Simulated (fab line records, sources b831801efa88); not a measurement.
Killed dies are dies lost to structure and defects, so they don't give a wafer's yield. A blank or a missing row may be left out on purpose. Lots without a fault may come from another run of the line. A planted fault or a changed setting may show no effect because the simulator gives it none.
A struck lot beside a sound one | flow gf180mcu | 14 steps out of a route of 602
Sound: wafers L466.1, L466.3, L466.5. Struck: wafers L476.3, L476.4, L476.6. The cause comes at the end.
At each step with rows: each side's tool, then ch and its chambers, then its first start. Under that, the readings that differ: sound wafers | struck wafers | difference of the means | sigmas: that difference in standard deviations of wafers without a fault.
alike: readings whose means differ by less than 2 such deviations, and words and numbers that are the same on both sides. not compared: withheld readings, readings that some wafer has no value for, bounds like >300 that may hide the same value, and numbers for which the record gives no deviation and whose values overlap.
The two part at a step that has a row with sigmas, a row that says differs or no value, or rows on one side only. Numbers that don't overlap but have no deviation are shown without sigmas and don't part them. A reading that every wafer of one side lacks parts them only if that side has two wafers or more.

GF_M1_SPUTTER_00: material Ti, target thk 37.5 nm, time 150 s.
  sound on pvd_sputter-02, day 18 08:57; struck on pvd_sputter-04, day 21 21:18
  alike: throttle_valve_pct
GF_M1_SPUTTER_01: material TiN, target thk 30 nm, time 25 s.
  sound on pvd_sputter-02, day 18 09:03; struck on pvd_sputter-04, day 21 21:24
  alike: throttle_valve_pct
GF_M1_SPUTTER_02: material AlCu, target thk 450 nm, time 23.9 s.
  sound on pvd_sputter-02, day 18 09:05; struck on pvd_sputter-04, day 21 21:26
  alike: throttle_valve_pct
GF_M1_SPUTTER_03: material Ti, target thk 10 nm, time 6.7 s.
  sound on pvd_sputter-02, day 18 09:07; struck on pvd_sputter-04, day 21 21:28
  alike: throttle_valve_pct
GF_M1_SPUTTER_04: material TiN, target thk 50 nm, time 41.7 s.
  sound on pvd_sputter-02, day 18 09:08; struck on pvd_sputter-04, day 21 21:29
  alike: throttle_valve_pct
GF_M1_RS_MEAS_05: measures by four-point-probe.
  sound on film_metro-01, day 18 09:10; struck on film_metro-01, day 21 21:34
  alike: M1_ALCU_RS
GF_M1_THK_MEAS_06: measures by xrf.
  sound on film_metro-01, day 18 09:17; struck on film_metro-01, day 21 21:40
  alike: M1_ALCU_THK
then, 5 steps without rows for these wafers: GF_M1_DEHYDRATE_07 (time 60 s); GF_M1_HMDS_08 (prime time 60 s); GF_M1_COAT_09 (resist thk 1000 nm); GF_M1_SOFTBAKE_10 (time 60 s); GF_M1_EXPOSE_11 (exposes mask Metal1, target cd 230 nm).
GF_M1_PEB_12: peb time 90 s.
  sound on litho_track-02 ch 0, day 19 09:15; struck on litho_track-04, day 22 20:24
  no value came back on the struck wafers for chill_plate_temp_C (C), exhaust_pa (Pa); on the sound wafers chill_plate_temp_C (C) reads 23.17 23.24 23.01
then, 1 step without rows for these wafers: GF_M1_DEVELOP_13 (develop time 60 s).

WHERE THEY PART
Only at GF_M1_PEB_12, within this record.

WHY: what the simulator had put in
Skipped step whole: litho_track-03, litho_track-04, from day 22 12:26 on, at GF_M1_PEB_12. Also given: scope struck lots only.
